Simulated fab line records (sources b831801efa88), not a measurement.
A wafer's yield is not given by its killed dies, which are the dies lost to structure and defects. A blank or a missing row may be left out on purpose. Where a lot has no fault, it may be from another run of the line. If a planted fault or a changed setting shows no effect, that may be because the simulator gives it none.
Commonality check across tools | flow sky130 | Lots sampled 12, wafers sampled 36

REASON IT WAS OPENED
At SKY_LDD_P_TW_MEAS_11 the reading LDD_P_TW is flagged on 2 of 12 lots. Fault-free wafers read 630, with a standard deviation of 4.
Rule: a lot is flagged in two cases, either no wafer of it has a number, or all its wafers with numbers fall more than 4 standard deviations from that mean. The other lots count as sound.

lot  | measured     | on           | LDD_P_TW, wafer by wafer | flag
L588 | day 19 08:15 | filmMetro-04 | 641 639 634              | 
L589 | day 19 14:26 | filmMetro-03 | 626 626 626              | 
L590 | day 19 22:37 | filmMetro-04 | 639 638 632              | 
L591 | day 20 13:08 | filmMetro-03 | 628 627 626              | 
L595 | day 22 03:09 | filmMetro-04 | 630 631 629              | 
L598 | day 23 06:32 | filmMetro-04 | 631 628 630              | 
L599 | day 23 12:52 | filmMetro-03 | 624 628 627              | 
L600 | day 23 21:56 | filmMetro-02 | 603 606 605              | FLAGGED
L601 | day 24 05:35 | filmMetro-04 | 596 597 599              | FLAGGED
L602 | day 24 10:55 | filmMetro-03 | 625 624 624              | 
L609 | day 27 01:08 | filmMetro-04 | 635 635 633              | 
L610 | day 27 07:24 | filmMetro-03 | 627 628 627              | 
Average over the flagged lots: 601; offset from the usual -29, equal to -7 standard deviations.

TOOL THAT RAN EACH LOT
The record holds 1 process step before the reading, out of a route of 708 steps. Every cell lists first the tool, next ch and the chambers used by the sampled wafers, and last the start.
lot  | flag    | SKY_LDD_P_IMPLANT_09
L588 |         | implanter-03 ch 0, day 19 08:02
L589 |         | implanter-04 ch 0, day 19 14:12
L590 |         | implanter-04 ch 0, day 19 22:25
L591 |         | implanter-01 ch 0, day 20 12:53
L595 |         | implanter-04 ch 0, day 22 02:56
L598 |         | implanter-03 ch 0, day 23 06:17
L599 |         | implanter-01 ch 0, day 23 12:38
L600 | FLAGGED | implanter-04 ch 0, day 23 21:41
L601 | FLAGGED | implanter-04 ch 0, day 24 05:20
L602 |         | implanter-01 ch 0, day 24 10:41
L609 |         | implanter-03 ch 0, day 27 00:53
L610 |         | implanter-03 ch 0, day 27 07:10
What these steps do:
- SKY_LDD_P_IMPLANT_09
- SKY_LDD_P_TW_MEAS_11

FLAGGED OVER TOTAL, TOOL BY TOOL (the gauges that took the reading come last)
step                 | tool         | lots run | flagged | share of the flagged lots | sound lots run after its first flagged lot
SKY_LDD_P_IMPLANT_09 | implanter-01 | 3        | 0       | none                      | -
SKY_LDD_P_IMPLANT_09 | implanter-03 | 4        | 0       | none                      | -
SKY_LDD_P_IMPLANT_09 | implanter-04 | 5        | 2       | all                       | 0
SKY_LDD_P_TW_MEAS_11 | filmMetro-02 | 1        | 1       | some                      | 0
SKY_LDD_P_TW_MEAS_11 | filmMetro-03 | 5        | 0       | none                      | -
SKY_LDD_P_TW_MEAS_11 | filmMetro-04 | 6        | 1       | some                      | 1 (L609)

WHAT THE TABLE ALLOWS
In the table, 1 row covers all flagged lots: implanter-04 at SKY_LDD_P_IMPLANT_09.
- implanter-04 at SKY_LDD_P_IMPLANT_09: 2 of its 5 lots flagged. A fault beginning between L595 (day 22 02:56), its last sound lot, and L600 (day 23 21:41), its first flagged one, fits the data. Its own readings (doseIonsCm2, faradayCurrentUA) fall more than 4 standard deviations out on all wafers of the flagged lots.
implanter-04 at SKY_LDD_P_IMPLANT_09 is the single tool remaining.

WHAT THE SIMULATOR HAD PUT IN
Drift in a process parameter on implanter-04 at SKY_LDD_P_IMPLANT_09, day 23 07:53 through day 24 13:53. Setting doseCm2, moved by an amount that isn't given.
Shown lots that were struck: L600, L601. The same result came from the rule above.
